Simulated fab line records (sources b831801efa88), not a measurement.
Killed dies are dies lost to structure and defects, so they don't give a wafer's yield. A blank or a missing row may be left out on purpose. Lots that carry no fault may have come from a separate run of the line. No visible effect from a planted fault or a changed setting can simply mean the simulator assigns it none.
Check for tools in common :: flow gf180mcu :: 39 wafers sampled across 13 lots

## REASON IT WAS OPENED
2 of 13 lots carry a flag on the reading HV_LDD_TW at GF_HV_LDD_TW_MEAS_11. No-fault wafers: 2402, standard deviation 20.
Rule: a lot is flagged when every wafer of it that has a number lies more than 4 standard deviations from that mean, or none has a number. As for the other lots, they are considered sound.

lot: L187
measured: day 10 00:55
on: film metro-01
HV_LDD_TW, wafer by wafer: 2399 2390 2378
flag: 

lot: L190
measured: day 10 20:43
on: film metro-01
HV_LDD_TW, wafer by wafer: 2848 2843 2831
flag: FLAGGED

lot: L191
measured: day 11 03:17
on: film metro-04
HV_LDD_TW, wafer by wafer: 2878 2887 2897
flag: FLAGGED

lot: L192
measured: day 11 13:57
on: film metro-04
HV_LDD_TW, wafer by wafer: 2427 2427 2421
flag: 

lot: L193
measured: day 11 19:45
on: film metro-04
HV_LDD_TW, wafer by wafer: 2421 2428 2430
flag: 

lot: L200
measured: day 14 01:36
on: film metro-04
HV_LDD_TW, wafer by wafer: 2430 2446 2440
flag: 

lot: L202
measured: day 14 12:25
on: film metro-01
HV_LDD_TW, wafer by wafer: 2396 2406 2395
flag: 

lot: L203
measured: day 15 00:17
on: film metro-01
HV_LDD_TW, wafer by wafer: 2388 2391 2374
flag: 

lot: L205
measured: day 15 11:34
on: film metro-04
HV_LDD_TW, wafer by wafer: 2420 2433 2425
flag: 

lot: L206
measured: day 15 20:51
on: film metro-01
HV_LDD_TW, wafer by wafer: 2389 2395 2387
flag: 

lot: L207
measured: day 16 01:02
on: film metro-01
HV_LDD_TW, wafer by wafer: 2389 2373 2384
flag: 

lot: L209
measured: day 16 16:56
on: film metro-01
HV_LDD_TW, wafer by wafer: 2388 2391 2375
flag: 

lot: L210
measured: day 17 03:41
on: film metro-01
HV_LDD_TW, wafer by wafer: 2373 2372 2371
flag: 
Average over the flagged lots: 2864; offset from the usual +462, equal to +23 standard deviations.

## WHICH TOOL EACH LOT WENT THROUGH
The record keeps 1 process step preceding the reading, out of 602 steps on the route. Read each cell as the tool, then ch plus the chambers that the sampled wafers visited, then the start.
lot: L187
flag: 
GF_HV_LDD_IMPLANT_09: implanter-01 ch 0, day 10 00:40

lot: L190
flag: FLAGGED
GF_HV_LDD_IMPLANT_09: implanter-02 ch 0, day 10 20:10

lot: L191
flag: FLAGGED
GF_HV_LDD_IMPLANT_09: implanter-03 ch 0, day 11 02:41

lot: L192
flag: 
GF_HV_LDD_IMPLANT_09: implanter-03 ch 0, day 11 13:43

lot: L193
flag: 
GF_HV_LDD_IMPLANT_09: implanter-01 ch 0, day 11 19:30

lot: L200
flag: 
GF_HV_LDD_IMPLANT_09: implanter-02 ch 0, day 14 01:22

lot: L202
flag: 
GF_HV_LDD_IMPLANT_09: implanter-01 ch 0, day 14 12:12

lot: L203
flag: 
GF_HV_LDD_IMPLANT_09: implanter-01 ch 0, day 15 00:02

lot: L205
flag: 
GF_HV_LDD_IMPLANT_09: implanter-02 ch 0, day 15 11:21

lot: L206
flag: 
GF_HV_LDD_IMPLANT_09: implanter-01 ch 0, day 15 20:36

lot: L207
flag: 
GF_HV_LDD_IMPLANT_09: implanter-03 ch 0, day 16 00:47

lot: L209
flag: 
GF_HV_LDD_IMPLANT_09: implanter-03 ch 0, day 16 16:41

lot: L210
flag: 
GF_HV_LDD_IMPLANT_09: implanter-01 ch 0, day 17 03:26
These steps, and what they do:
- GF_HV_LDD_IMPLANT_09
- GF_HV_LDD_TW_MEAS_11

## FLAGGED OVER TOTAL, TOOL BY TOOL (the gauges that took the reading come last)
step: GF_HV_LDD_IMPLANT_09
tool: implanter-01
lots run: 6
flagged: 0
share of the flagged lots: none
sound lots run after its first flagged lot: -

step: GF_HV_LDD_IMPLANT_09
tool: implanter-02
lots run: 3
flagged: 1
share of the flagged lots: some
sound lots run after its first flagged lot: 2 (L200,L205)

step: GF_HV_LDD_IMPLANT_09
tool: implanter-03
lots run: 4
flagged: 1
share of the flagged lots: some
sound lots run after its first flagged lot: 3 (L192,L207,L209)

step: GF_HV_LDD_TW_MEAS_11
tool: film metro-01
lots run: 8
flagged: 1
share of the flagged lots: some
sound lots run after its first flagged lot: 6 (L202,L203,L206,L207,L209,L210)

step: GF_HV_LDD_TW_MEAS_11
tool: film metro-04
lots run: 5
flagged: 1
share of the flagged lots: some
sound lots run after its first flagged lot: 4 (L192,L193,L200,L205)

## WHAT THE TABLE PERMITS
No row of the table ran every flagged lot.

## WHAT WAS PUT IN BY THE SIMULATOR
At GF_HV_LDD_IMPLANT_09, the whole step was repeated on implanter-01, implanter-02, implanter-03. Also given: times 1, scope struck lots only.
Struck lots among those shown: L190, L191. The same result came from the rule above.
